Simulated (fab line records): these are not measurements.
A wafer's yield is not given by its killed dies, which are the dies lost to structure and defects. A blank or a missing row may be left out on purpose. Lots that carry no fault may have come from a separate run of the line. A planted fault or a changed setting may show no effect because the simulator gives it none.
Which tool was responsible? || flow sfq_line || 18 wafers from 6 lots sampled at 6 of the route's 325 steps

== WHAT THE GAUGES SHOWED, per wafer ==
SFQ_M8_THK_MEAS_950: measures by xrf.
{"lot": "L430", "measured": "day 88 03:35", "on": "film_metro-03", "M8_AU_THK (nm)": "184.8 185.1 186.3"}
{"lot": "L432", "measured": "day 89 08:40", "on": "film_metro-03", "M8_AU_THK (nm)": "183.5 183.5 184.0"}
{"lot": "L435", "measured": "day 89 21:50", "on": "film_metro-03", "M8_AU_THK (nm)": "186.7 185.7 185.6"}
{"lot": "L437", "measured": "day 90 03:58", "on": "film_metro-02", "M8_AU_THK (nm)": "183.3 182.1 183.4"}
{"lot": "L445", "measured": "day 91 12:23", "on": "film_metro-03", "M8_AU_THK (nm)": "184.0 181.5 183.9"}
{"lot": "L448", "measured": "day 93 03:34", "on": "film_metro-04", "M8_AU_THK (nm)": "180.3 180.3 182.7"}

== TOOL THAT RAN EACH LOT (tool first, then ch and the chambers of the sampled wafers, then the start) ==
{"lot": "L430", "SFQ_TRILAYER_L0_BARC_OPEN_METAL_ETCH_010": "rie_metal-03 ch 0, day 4 11:50", "SFQ_TRILAYER_I1_CMP_CMP_046": "cmp-01 ch 0,1,3, day 22 04:59", "SFQ_TRILAYER_I1_METRO_MEASURE_047": "film_metro-04, day 22 07:49", "SFQ_TRILAYER_I1_VIA_ETCH_VIA_ETCH_052": "rie_diel-03 ch 1,3, day 28 18:59", "SFQ_TRILAYER_R5_STRIP_STRIP_140": "rie_metal-03 ch 0,1, day 63 00:46"}
{"lot": "L432", "SFQ_TRILAYER_L0_BARC_OPEN_METAL_ETCH_010": "rie_metal-03 ch 0, day 4 20:17", "SFQ_TRILAYER_I1_CMP_CMP_046": "cmp-02 ch 1,2,3, day 22 19:05", "SFQ_TRILAYER_I1_METRO_MEASURE_047": "film_metro-02, day 22 21:18", "SFQ_TRILAYER_I1_VIA_ETCH_VIA_ETCH_052": "rie_diel-03 ch 1,2,3, day 29 09:35", "SFQ_TRILAYER_R5_STRIP_STRIP_140": "rie_metal-03 ch 0,1, day 65 10:12"}
{"lot": "L435", "SFQ_TRILAYER_L0_BARC_OPEN_METAL_ETCH_010": "rie_metal-03 ch 0,1, day 5 13:47", "SFQ_TRILAYER_I1_CMP_CMP_046": "cmp-01 ch 0,1,3, day 25 12:40", "SFQ_TRILAYER_I1_METRO_MEASURE_047": "film_metro-01, day 25 15:17", "SFQ_TRILAYER_I1_VIA_ETCH_VIA_ETCH_052": "rie_diel-03 ch 1,3, day 31 08:31", "SFQ_TRILAYER_R5_STRIP_STRIP_140": "rie_metal-02 ch 0,1, day 65 23:27"}
{"lot": "L437", "SFQ_TRILAYER_L0_BARC_OPEN_METAL_ETCH_010": "rie_metal-03 ch 0,1, day 5 20:59", "SFQ_TRILAYER_I1_CMP_CMP_046": "cmp-02 ch 0,2,3, day 26 10:42", "SFQ_TRILAYER_I1_METRO_MEASURE_047": "film_metro-02, day 26 14:01", "SFQ_TRILAYER_I1_VIA_ETCH_VIA_ETCH_052": "rie_diel-04 ch 0,1,3, day 32 03:06", "SFQ_TRILAYER_R5_STRIP_STRIP_140": "rie_metal-03 ch 0,1, day 66 14:09"}
{"lot": "L445", "SFQ_TRILAYER_L0_BARC_OPEN_METAL_ETCH_010": "rie_metal-04 ch 0,1, day 8 00:35", "SFQ_TRILAYER_I1_CMP_CMP_046": "cmp-02 ch 1,2, day 27 09:21", "SFQ_TRILAYER_I1_METRO_MEASURE_047": "film_metro-01, day 27 13:04", "SFQ_TRILAYER_I1_VIA_ETCH_VIA_ETCH_052": "rie_diel-03 ch 1,2, day 33 01:54", "SFQ_TRILAYER_R5_STRIP_STRIP_140": "rie_metal-04 ch 0,1, day 67 22:58"}
{"lot": "L448", "SFQ_TRILAYER_L0_BARC_OPEN_METAL_ETCH_010": "rie_metal-01 ch 0, day 8 18:07", "SFQ_TRILAYER_I1_CMP_CMP_046": "cmp-01 ch 0,2,3, day 27 14:39", "SFQ_TRILAYER_I1_METRO_MEASURE_047": "film_metro-02, day 27 17:28", "SFQ_TRILAYER_I1_VIA_ETCH_VIA_ETCH_052": "rie_diel-01 ch 1,2,3, day 33 07:13", "SFQ_TRILAYER_R5_STRIP_STRIP_140": "rie_metal-03 ch 0,1, day 71 19:55"}
- SFQ_TRILAYER_L0_BARC_OPEN_METAL_ETCH_010: etches BARC in O2, target depth 125 nm, time 41.7 s.
- SFQ_TRILAYER_I1_CMP_CMP_046: polishes SiO2.
- SFQ_TRILAYER_I1_METRO_MEASURE_047
- SFQ_TRILAYER_I1_VIA_ETCH_VIA_ETCH_052: etches SiO2 in CHF3, stops on Nb, target depth 260 nm.
- SFQ_TRILAYER_R5_STRIP_STRIP_140: strips in O2.

== THE ANSWER, worked out from the rows above alone ==
Rule: the lots themselves supply what counts as usual. The widest of any qualifying gaps counts: lots, ordered by their means at a reading, are off when they make up no more than a third of the lots, leave a main group of 4 or more, and stand apart from it by 3 or more times the standard deviation of that group's means. If all means in a main group match to the digits the tables above print for the reading, that group is not used. A lot without any number at a reading at which 4 lots or more have one is off too. Any other lot the step has rows for is counted as sound.
Nothing can be told from this: no lot is off at any reading shown.

== WHAT HAD BEEN PUT IN BY THE SIMULATOR ==
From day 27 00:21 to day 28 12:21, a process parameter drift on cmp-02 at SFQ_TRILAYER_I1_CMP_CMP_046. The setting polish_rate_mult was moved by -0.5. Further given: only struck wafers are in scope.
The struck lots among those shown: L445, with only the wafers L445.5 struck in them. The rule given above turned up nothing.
